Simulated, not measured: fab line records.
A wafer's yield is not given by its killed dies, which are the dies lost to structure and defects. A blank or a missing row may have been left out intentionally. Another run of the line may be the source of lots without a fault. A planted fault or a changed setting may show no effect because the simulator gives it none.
Chamber matching    flow sky130    SKY_VIA3_CMP_24 on cmp-01: 4 sister chambers
The step polishes, stops on SiO2, t overpolish 20 s, target thk 0 nm. 7 wafers are shown with their chamber, then 7 later ones without.

## WAFERS PAIRED WITH THEIR CHAMBERS
wafer   chamber  motor_current_A (A)  time_to_endpoint_s (s)
L566.1  2        10.8                 88
L566.2  3        10.8                 93
L567.3  1        12.9                 96
L567.4  3        11.1                 97
L567.5  0        12.5                 94
L570.2  0        12.5                 97
L570.3  1        12.2                 94

## WAFERS WITH NO CHAMBER GIVEN
wafer   motor_current_A (A)  time_to_endpoint_s (s)
L570.4  10.6                 94
L575.1  9.9                  93
L575.3  11.1                 92
L575.6  11.9                 94
L576.3  10.9                 92
L576.5  11.1                 89
L576.6  12.3                 88

## CHAMBER TAKEN BY EACH
wafer   from the rows above           in truth
L570.4  can't be placed: 3 or 2       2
L575.1  can't be placed: 3 or 2       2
L575.3  can't be placed: 3 or 2       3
L575.6  can't be placed: 0 or 1 or 3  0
L576.3  can't be placed: 3 or 2       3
L576.5  can't be placed: 2 or 3       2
L576.6  can't be placed: 1 or 0 or 2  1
Placed correctly: 0 of 7. Not placeable from these rows: 7 (in 7, the candidates include the true chamber). Placed wrongly: 0.
How it was worked out, from the rows above alone: a wafer's distance from a chamber is the root of the sum, over the readings, of the square of ((its reading less the chamber's mean) divided by the reading's scatter). The wafer belongs to the nearest chamber; if the next one is less than 2 further off, it can't be placed. A chamber's mean is the mean of its shown wafers. How the scatter is found: for the shown wafers, subtract from each reading the mean of its chamber, square and add these, divide the total by (wafers less chambers), then take the root.
